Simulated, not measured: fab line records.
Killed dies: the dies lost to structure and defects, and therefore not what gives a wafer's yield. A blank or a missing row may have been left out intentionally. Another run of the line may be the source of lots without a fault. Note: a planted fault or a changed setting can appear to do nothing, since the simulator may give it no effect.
Which tool is to blame? + flow sky130 + 14 lots, 42 wafers sampled, at 3 steps of a route of 708

## WHAT EACH GAUGE READ, for each wafer
SKY_VIA3_THK_MEAS_01.
| lot  | measured     | on            | VIA3_HDPCVD_THK (nm) |
|------|--------------|---------------|----------------------|
| L788 | day 39 13:06 | film-metro-01 | 1627 1613 1659       |
| L789 | day 39 17:21 | film-metro-03 | 1638 1641 1657       |
| L790 | day 40 04:56 | film-metro-03 | 1629 1667 1658       |
| L791 | day 40 08:52 | film-metro-01 | 1635 1628 1641       |
| L792 | day 40 15:49 | film-metro-03 | 1634 1623 1624       |
| L793 | day 41 02:40 | film-metro-03 | 1623 1600 1615       |
| L795 | day 42 00:55 | film-metro-04 | 1631 1638 1608       |
| L797 | day 42 09:09 | film-metro-04 | 1652 1612 1618       |
| L798 | day 42 13:28 | film-metro-04 | 1646 1646 1642       |
| L804 | day 43 23:37 | film-metro-04 | 1629 1611 1615       |
| L805 | day 44 11:16 | film-metro-01 | 1608 1614 1622       |
| L807 | day 44 18:05 | film-metro-01 | 1657 1652 1637       |
| L809 | day 45 12:26 | film-metro-01 | 1626 1613 1612       |
| L808 | day 45 17:20 | film-metro-04 | 1635 1617 1673       |

SKY_CAP2M_RS_MEAS_03: measures by four-point-probe.
| lot  | measured     | on            | CAP2M_TIN_RS (ohm/sq) |
|------|--------------|---------------|-----------------------|
| L788 | day 40 16:05 | film-metro-03 | 6.83 6.90 6.91        |
| L789 | day 40 20:14 | film-metro-03 | 6.82 6.83 7.01        |
| L790 | day 41 07:47 | film-metro-03 | 6.87 6.91 7.00        |
| L791 | day 41 11:07 | film-metro-02 | 7.02 6.93 6.98        |
| L792 | day 41 17:34 | film-metro-02 | 6.88 6.98 6.87        |
| L793 | day 42 05:55 | film-metro-01 | 6.88 6.91 6.84        |
| L795 | day 43 03:07 | film-metro-02 | 6.95 6.83 6.88        |
| L797 | day 43 09:58 | film-metro-01 | 6.92 6.93 7.00        |
| L798 | day 43 14:23 | film-metro-02 | 6.99 7.04 7.01        |
| L804 | day 44 23:02 | film-metro-01 | 6.98 6.97 6.94        |
| L805 | day 45 14:02 | film-metro-01 | 6.86 6.93 6.90        |
| L807 | day 45 18:56 | film-metro-03 | 6.90 7.00 7.00        |
| L809 | day 46 12:04 | film-metro-02 | 6.98 6.91 7.01        |
| L808 | day 46 17:04 | film-metro-03 | 7.03 6.97 6.91        |

## TOOL THAT RAN EACH LOT (tool first, then ch and the chambers of the sampled wafers, then the start)
| lot  | SKY_METAL3_DESCUM_15              |
|------|-----------------------------------|
| L788 | rie-metal-02 ch 0,1, day 39 11:57 |
| L789 | rie-metal-03 ch 0,1, day 39 16:15 |
| L790 | rie-metal-02 ch 0,1, day 40 03:50 |
| L791 | rie-metal-03 ch 0,1, day 40 07:44 |
| L792 | rie-metal-02 ch 0,1, day 40 14:44 |
| L793 | rie-metal-03 ch 1, day 41 01:27   |
| L795 | rie-metal-02 ch 0,1, day 41 23:50 |
| L797 | rie-metal-01 ch 0,1, day 42 07:58 |
| L798 | rie-metal-02 ch 1, day 42 12:23   |
| L804 | rie-metal-02 ch 0,1, day 43 22:30 |
| L805 | rie-metal-02 ch 0, day 44 10:06   |
| L807 | rie-metal-02 ch 0,1, day 44 17:00 |
| L809 | rie-metal-03 ch 0, day 45 11:21   |
| L808 | rie-metal-01 ch 0,1, day 45 16:11 |
- SKY_METAL3_DESCUM_15: chemistry O2, time 8 s.

## AS READ BY THE TOOLS THEMSELVES (means over the sampled wafers that have a number; for cases with no such wafer, the mark the record gives instead)
SKY_METAL3_DESCUM_15.
| lot  | tool         | drypump-motor-current-A (A) | he-backside-leak-sccm (sccm) | oes-product-au (a.u.) |
|------|--------------|-----------------------------|------------------------------|-----------------------|
| L788 | rie-metal-02 | 6.0                         | 3.25                         | 1.005                 |
| L789 | rie-metal-03 | 5.8                         | 3.45                         | 1.001                 |
| L790 | rie-metal-02 | 6.0                         | 3.22                         | 0.995                 |
| L791 | rie-metal-03 | 5.8                         | 3.26                         | 1.001                 |
| L792 | rie-metal-02 | 5.4                         | 3.08                         | 0.984                 |
| L793 | rie-metal-03 | 5.6                         | 3.59                         | 0.994                 |
| L795 | rie-metal-02 | 5.5                         | 3.10                         | 0.997                 |
| L797 | rie-metal-01 | 5.1                         | 3.30                         | 1.004                 |
| L798 | rie-metal-02 | 5.0                         | 3.17                         | 0.982                 |
| L804 | rie-metal-02 | 5.5                         | 3.21                         | 0.999                 |
| L805 | rie-metal-02 | 6.5                         | 3.30                         | 1.021                 |
| L807 | rie-metal-02 | 6.0                         | 3.37                         | 1.008                 |
| L809 | rie-metal-03 | 6.0                         | 3.17                         | 0.993                 |
| L808 | rie-metal-01 | 5.1                         | 3.17                         | 1.003                 |

## THE ANSWER, worked out from the rows above alone
Rule: usual is defined by the lots themselves. Put in order of their means at a reading, lots are off if they are a third of the lots or fewer, leave a main group of 4 or more, and stand apart from it by a gap of 3 or more times the standard deviation of the main group's means; of several such gaps the widest counts. A main group whose means are all the same, to the digits that the tables above print for the reading, isn't used. A lot without any number at a reading at which 4 lots or more have one is off too. The other lots that the step has rows for count as sound. After the gauges, taken in route order, come the tools' own readings; for these a lot's mean is taken, as printed above. At the first step where some lot is off, the reading lying furthest off is the one used; lots without a number count as furthest.
None of the lots is off at any reading shown; this tells nothing.

## WHAT WAS PUT IN BY THE SIMULATOR
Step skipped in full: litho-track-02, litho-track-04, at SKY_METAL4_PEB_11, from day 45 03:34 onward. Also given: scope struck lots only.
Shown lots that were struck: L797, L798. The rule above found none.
